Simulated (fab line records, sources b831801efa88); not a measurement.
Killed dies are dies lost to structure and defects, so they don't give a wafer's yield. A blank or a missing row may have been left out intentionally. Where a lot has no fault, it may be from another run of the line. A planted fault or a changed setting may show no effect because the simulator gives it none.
8D (eight disciplines) problem report, filled in by code	flow gf180mcu	the parts of the form that need people (team, actions taken, sign-off) are left out

## 1. PROBLEM STATEMENT
Wafers without a fault read 140.0 W, standard deviation 0.37; bias w at GF_M2_METAL_ETCH_16 reads a mean of 125.8 W on 9 wafers belonging to 3 lots. Measured from the usual mean, that is -38 standard deviations.
The step: etches the open film in Cl2/BCl3, stops on SiO2, target depth 627.5 nm, time 104.6 s.
Earliest sighting: wafer L336.2 on rie metal-01 at day 21 05:48. The record has a number at this step for 39 wafers belonging to 13 lots. Rule for "out", or "out of limits": more than 4 standard deviations from the usual mean. The rest of the wafers with a number are treated as sound.

## 2. WHAT IT IS AND WHAT IT IS NOT
question	is	is not
which readings at this step	bias w	drypump motor current A, oes product au, throttle valve pct
which lots	L336, L338, L339	L330, L333, L334, L335, L346, L348, L349, L350, L351, L353
which wafers of those lots	all that have a number	-
read on which tools	rie metal-01	rie metal-03, rie metal-04
when	from day 21 05:48	up to then (12 sound wafers); but 18 sound wafers of L346, L348, L349, L350, L351, L353 came after

## 3. THE SUSPECTS, EACH WITH WHAT RULES IT OUT
Counting: a tool at a process step up to the reading stays a suspect if it ran every lot that is out and no sound lot after the first of them.
- rie metal-01 at GF_M2_METAL_ETCH_16 (etches the open film in Cl2/BCl3, stops on SiO2, target depth 627.5 nm, time 104.6 s): ruled out as a lasting fault. The sound lots L348, L349, L350, L351 went through it after L336, its earliest lot that is out (day 21 05:48).
Left after counting: nothing in the record.

## 4. THE CAUSE (what the simulator had put in)
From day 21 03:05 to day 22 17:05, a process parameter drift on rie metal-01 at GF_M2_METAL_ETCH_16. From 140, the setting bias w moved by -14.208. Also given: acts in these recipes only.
Counting ruled it out, wrongly.

## 5. THE EFFECT CHAIN, in route order
One row per reading whose mean, taken over the struck wafers that have a number, lies over 3 standard deviations from the usual. Only readings whose record carries a usual standard deviation are examined. hours: median over the lots of the time between each lot's start at the first step of this table that gives one and its start at this step. sigmas: the change, counted in usual standard deviations.
hours	step	reading	usual	on struck wafers	change	sigmas
0	GF_M2_METAL_ETCH_16	bias w	140.0 W	125.8	-14.2	-38
Here are the process steps it includes:
- GF_M2_METAL_ETCH_16: etches the open film in Cl2/BCl3, stops on SiO2, target depth 627.5 nm, time 104.6 s.

## 6. HOW IT WOULD HAVE BEEN CAUGHT EARLIER
The fault began at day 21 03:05; the first out-of-limits reading in this record came at day 21 05:48, 3 hours later.
